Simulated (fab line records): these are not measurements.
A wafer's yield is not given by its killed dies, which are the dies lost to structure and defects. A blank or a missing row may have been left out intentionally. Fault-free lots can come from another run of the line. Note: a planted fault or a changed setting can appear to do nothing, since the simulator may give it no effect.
8D (eight disciplines) problem report, filled in by code / flow gf180mcu / the parts of the form that need people (team, actions taken, sign-off) are left out

== 1. WHAT IS WRONG ==
Wafers free of any fault read 1439 (standard deviation 6.7) for HV_LDD_3_TW at GF_HV_LDD_TW_MEAS_38, against a mean of 1333 on 6 wafers of 2 lots. That puts it -16 standard deviations away from the usual mean.
First seen on wafer L177.4, day 17 18:38, on filmMetro-04. The record holds 39 wafers of 13 lots with a number at this step. Rule for "out" (also "out of limits"): further than 4 standard deviations from the usual mean. The rest of the wafers with a number are treated as sound.

== 2. WHAT THIS IS AND IS NOT ==
question=which readings at this step | is=HV_LDD_3_TW | is not=-
question=which lots | is=L177, L179 | is not=L158, L159, L160, L163, L166, L167, L168, L169, L170, L180, L181
question=which wafers of those lots | is=all that have a number | is not=-
question=read on which gauges | is=filmMetro-01, filmMetro-04 | is not=filmMetro-03
question=when | is=from day 17 18:38 | is not=up to then (27 sound wafers); but 6 sound wafers of L180, L181 came after

== 3. WHAT RULES OUT EACH SUSPECT ==
Counting: a tool stays on the suspect list if, at a process step up to the reading, it processed all lots that are out and no sound lot following the first of them.
- ruled out: the gauge at GF_HV_LDD_TW_MEAS_38. 2 gauges (filmMetro-01, filmMetro-04) read the wafers that are out.
- implanter-01 at GF_HV_LDD_IMPLANT_35: kept. All lots that are out passed through it, beginning with L177 at day 17 18:17, and no sound lot followed; its final sound lot before that point was L169 at day 15 01:04. Out on those wafers are its own readings of doseIonsCm2, faradayCurrentUA.
Remaining after the count: implanter-01 at GF_HV_LDD_IMPLANT_35.

== 4. THE CAUSE (what the simulator had put in) ==
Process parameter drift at GF_HV_LDD_IMPLANT_35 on implanter-01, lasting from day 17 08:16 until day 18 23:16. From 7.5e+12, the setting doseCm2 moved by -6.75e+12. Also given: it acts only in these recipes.
Counting left only this tool.

== 5. THE EFFECT CHAIN, in route order ==
Rows list readings where the struck wafers' mean (over those with a number) sits beyond 3 standard deviations from the usual. Only readings for which the record gives a usual standard deviation are gone through. hours: the time from each lot's start at the first step in this table that gives one to its start at this step, as a median over the lots. sigmas: the change in usual standard deviations.
hours=0; step=GF_HV_LDD_IMPLANT_35; reading=doseIonsCm2; usual=7.499e+12; on struck wafers=7.450e+11; change=-6.754e+12; sigmas=-99 or more
hours=0; step=GF_HV_LDD_IMPLANT_35; reading=faradayCurrentUA; usual=42.3; on struck wafers=4.2; change=-38.1; sigmas=-44
hours=0; step=GF_HV_LDD_TW_MEAS_38; reading=HV_LDD_3_TW; usual=1439; on struck wafers=1333; change=-106; sigmas=-16
hours=25; step=GF_HV_LDD_RS_MEAS_53; reading=HV_LDD_RS; usual=418.5 ohm/sq; on struck wafers=437.0; change=+18.5; sigmas=+17
Process steps it contains:
- GF_HV_LDD_IMPLANT_35
Later measuring or inspecting steps at which every struck wafer that the step has a row for has a number for every such reading, and none has moved that far: GF_CONTACT_OVL_MEAS_15, GF_M1_CD_MEAS_14.

== 6. HOW IT WOULD HAVE BEEN CAUGHT EARLIER ==
10 hours passed between the start of the fault at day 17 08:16 and the first reading out of limits at a measuring or inspecting step in this record, taken at day 17 18:38.
At GF_HV_LDD_IMPLANT_35, the tool's own readings (doseIonsCm2, faradayCurrentUA) were out on each struck wafer the step has a row for, so an alarm limit on them would have fired on the first such wafer.
L179, from the lots that are out (2), started GF_HV_LDD_IMPLANT_35 on implanter-01 later than day 17 18:38. A hold on the tool at that time would have spared it.
